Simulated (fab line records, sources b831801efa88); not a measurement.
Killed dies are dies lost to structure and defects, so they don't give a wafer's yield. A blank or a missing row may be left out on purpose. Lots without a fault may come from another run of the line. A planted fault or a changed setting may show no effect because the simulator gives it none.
A struck lot beside a sound one | flow sky130 | 17 steps out of a route of 708
Sound: wafers L557.3, L557.4, L557.6. Struck: wafers L556.2, L556.3. (L556.1 of the same lot was not struck and is left out.) The cause comes at the end.
At each step with rows: each side's tool, then ch and its chambers, then its first start. Under that, the readings that differ: sound wafers | struck wafers | difference of the means | sigmas: that difference in standard deviations of wafers without a fault.
alike: readings whose means differ by less than 2 such deviations, and words and numbers that are the same on both sides. not compared: withheld readings, readings that some wafer has no value for, bounds like >300 that may hide the same value, and numbers for which the record gives no deviation and whose values overlap.
The two part at a step that has a row with sigmas, a row that says differs or no value, or rows on one side only. Numbers that don't overlap but have no deviation are shown without sigmas and don't part them. A reading that every wafer of one side lacks parts them only if that side has two wafers or more.

SKY_VT_ADJUST_LVTN_OVL_MEAS_07:
  sound on overlay-01, day 13 01:43; struck on overlay-01, day 12 19:09
  alike: VT_ADJUST_LVTN_OVL
then, 1 step without rows for these wafers: SKY_VT_ADJUST_LVTN_IMPLANT_08.
SKY_VT_ADJUST_LVTN_STRIP_09: strips in O2/N2.
  sound on plasma_asher-02 ch 0,1, day 13 01:55; struck on plasma_asher-02 ch 0, day 12 19:20
  alike: drypump_motor_current_A, oes_product_au, strip_time_to_endpoint_s
  not compared: rf_hours_counter_h
SKY_VT_ADJUST_LVTN_TW_MEAS_10:
  sound on film_metro-04, day 13 02:00; struck on film_metro-04, day 12 19:26
  alike: VT_ADJUST_LVTN_TW
then, 7 steps without rows for these wafers: SKY_VT_ADJUST_LVTN_DEHYDRATE_11 (time 60 s); SKY_VT_ADJUST_LVTN_HMDS_12 (prime time 60 s); SKY_VT_ADJUST_LVTN_COAT_13 (resist thk 1140 nm); SKY_VT_ADJUST_LVTN_SOFTBAKE_14 (time 60 s); SKY_VT_ADJUST_LVTN_EXPOSE_15 (exposes mask HVN STD DERIVED, target cd 600 nm); SKY_VT_ADJUST_LVTN_PEB_16; SKY_VT_ADJUST_LVTN_DEVELOP_17 (develop time 60 s).
SKY_VT_ADJUST_LVTN_OVL_MEAS_18:
  sound on overlay-01, day 14 04:50; struck on overlay-02, day 13 22:36
  alike: VT_ADJUST_LVTN_01_OVL
SKY_VT_ADJUST_LVTN_IMPLANT_19:
  sound on implanter-02 ch 0, day 14 04:54; struck on implanter-04 ch 0, day 13 22:38
SKY_VT_ADJUST_LVTN_STRIP_20: strips in O2/N2.
  sound on plasma_asher-02 ch 0,1, day 14 05:02; struck on plasma_asher-03 ch 1, day 13 22:47
  alike: drypump_motor_current_A, oes_product_au, strip_time_to_endpoint_s
  not compared: rf_hours_counter_h
SKY_VT_ADJUST_LVTN_TW_MEAS_21:
  sound on film_metro-04, day 14 05:07; struck on film_metro-03, day 13 22:53
  reading             | sound             | struck      | difference | sigmas
  VT_ADJUST_LVTN_2_TW | 191.5 190.4 192.2 | 175.4 176.1 | -15.6      | -6
then, 1 step without rows for these wafers: SKY_VT_ADJUST_NCORE_DEHYDRATE_00 (time 60 s).
-- the record jumps here: 38 days lie between the struck wafers' starts before and after (it left off in module VT_ADJUST_NCORE and takes up again in module PAD_OPEN, whose first step shown is number 708 of the route) --
SKY_PAD_OPEN_PROBE_99:
  sound on prober-02, day 51 23:15; struck on prober-01, day 51 23:53
  reading                                         | sound                        | struck            | difference | sigmas
  model.etest.res_pwell_under_gate.rs_ohm_sq      | 2285 2287 2302               | 2304 2320         | +21        |
  model.etest.tip_n_5v.rs_ohm_sq_range            | 37.2 30.63 25.63             | 38.5 40.26        | +8.2       |
  model.etest.nfet_16v.body_rise_v (V)            | 0.6717 0.6689 0.6721         | 0.6507 0.6489     | -0.0211    |
  model.etest.nfet_g5v0d10v5.body_rise_v (V)      | 0.6725 0.6674 0.6716         | 0.6525 0.6465     | -0.0210    |
  model.etest.nfet_g5v0d10v5.vt_sat_v (V)         | 0.7727 0.7513 0.7735         | 0.7414 0.7399     | -0.0252    |
  model.etest.nfet_g5v0d10v5.vt_v (V)             | 0.8299 0.8066 0.8297         | 0.8064 0.8014     | -0.0182    |
  model.etest.nfet_g5v0d10v5.vt_v_rim_less_centre | -0.001613 -0.004487 -0.00347 | 0.006311 0.006196 | +0.009444  |
  alike: killed_at_M0_to_M3, killed_at_M4_up, killed_at_contacts, killed_at_front_end, killed_at_other, killed_dies, killed_open, killed_short
  not compared: model.etest.nfet_g5v0d10v5.vt_v_range

WHERE THEY PART
Only at SKY_VT_ADJUST_LVTN_TW_MEAS_21, within this record. Later steps at which nothing parts them and some readings are alike: SKY_PAD_OPEN_PROBE_99.

WHY: what the simulator had put in
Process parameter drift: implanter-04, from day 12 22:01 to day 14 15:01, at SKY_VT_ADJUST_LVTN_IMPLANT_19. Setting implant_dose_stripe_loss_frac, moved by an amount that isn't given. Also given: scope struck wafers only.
